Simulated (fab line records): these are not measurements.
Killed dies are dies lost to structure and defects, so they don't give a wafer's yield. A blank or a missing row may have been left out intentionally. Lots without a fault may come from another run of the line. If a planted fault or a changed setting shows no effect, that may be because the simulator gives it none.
A struck lot beside a sound one :: flow gf180mcu :: 15 steps out of a route of 602
Sound: the wafers L201.1, L201.4, L201.6. Wafers struck: L200.1, L200.3, L200.4. The cause comes at the end.
Per side, at each step with rows, come the tool, then ch with its chambers, and then its first start. Under that, the readings that differ: sound wafers :: struck wafers :: difference of the means :: sigmas: that difference in standard deviations of wafers without a fault.
alike: a reading whose means differ by less than 2 such deviations, as well as words and numbers matching on both sides. not compared: withheld readings; readings where some wafer has no value; bounds like >300 that might hide an equal value; numbers whose values overlap and for which the record gives no deviation.
Wherever a step has rows on one side only, a row that says differs or no value, or a row with sigmas, the two part there. Non-overlapping numbers with no deviation appear without sigmas and do not part them. A reading missing from all wafers of one side parts the sides only when that side holds two or more wafers.

first, 3 steps without rows for these wafers: GF_V1_EXPOSE_11 (exposes mask Via1, target cd 260 nm); GF_V1_PEB_12 (peb time 90 s); GF_V1_DEVELOP_13 (develop time 60 s).
GF_V1_CD_MEAS_14 targets a cd of 260 nm.
  struck on cdSem-01, day 23 04:33; sound on cdSem-01, day 23 08:48
  alike: cdNm
GF_V1_OVL_MEAS_15:
  struck on overlay-02, day 23 04:40; sound on overlay-02, day 23 08:55
  alike: V1_OVL
GF_V1_ETCH_16: etches BARC in N2/H2.
  sound on rieDiel-02 ch 0,2, day 23 08:58; struck on rieDiel-04 ch 0,2,3, day 23 04:43
reading: drypumpMotorCurrentA (A)
sound: 5.7 5.0 5.0
struck: 5.9 5.9 5.8
difference: +0.6
sigmas: +2
  alike: oesProductAu, throttleValvePct
GF_V1_ETCH_17: etches SiO2 in C4F8/O2/Ar, stops on TiN, target depth 630 nm.
  sound: rieDiel-02 ch 0,2; struck: rieDiel-04 ch 0,2,3
  alike: oesProductAu
GF_V1_STRIP_18: strips in O2/N2.
  sound on plasmaAsher-01 ch 0,1, day 23 09:05; struck on plasmaAsher-03 ch 0,1, day 23 04:50
  alike: drypumpMotorCurrentA, heaterPowerW, oesProductAu
  not compared: rfHoursCounterH
then, 2 steps without rows for these wafers: GF_V1_STRIP_19 (strips in post etch residue remover, time 1200 s); GF_V1_CLEAN_20 (cleans in DIW).
GF_V1_SPUTTER_21: material Ti, target thk 15 nm, time 80.02 s.
  struck on pvdSputter-01, day 23 05:23; sound on pvdSputter-01, day 23 09:37
  alike: throttleValvePct
GF_V1_SPUTTER_22: material TiN, target thk 10 nm, time 40 s.
  struck on pvdSputter-01, day 23 05:26; sound on pvdSputter-01, day 23 09:41
  alike: throttleValvePct
GF_V1_CVD_23: deposits W, target thk 350 nm, time 105.05 s.
  sound on cvdW-02 ch 0,1, day 23 09:43; struck on cvdW-01 ch 0, day 23 05:29
reading: chamberPressureTorr (Torr)
sound: 40.05 39.95 40.05
struck: 36.51 36.52 36.49
difference: -3.51
sigmas: -40
  alike: heaterPowerW
  not compared: model.W_of_V1_CVD_23.thkNm
GF_V1_RS_MEAS_24: a four-point-probe measurement.
  struck on filmMetro-03, day 23 05:42; sound on filmMetro-01, day 23 09:50
  alike: V1_W_RS
following that, these wafers have no rows for 1 step: GF_PASSIVATION_PROBE_99.

WHERE THEY PART
Last at GF_V1_CVD_23 as far as this record goes, first at GF_V1_ETCH_16. Later steps at which nothing parts them and some readings are alike: GF_V1_RS_MEAS_24.

WHY: whatever the simulator had introduced
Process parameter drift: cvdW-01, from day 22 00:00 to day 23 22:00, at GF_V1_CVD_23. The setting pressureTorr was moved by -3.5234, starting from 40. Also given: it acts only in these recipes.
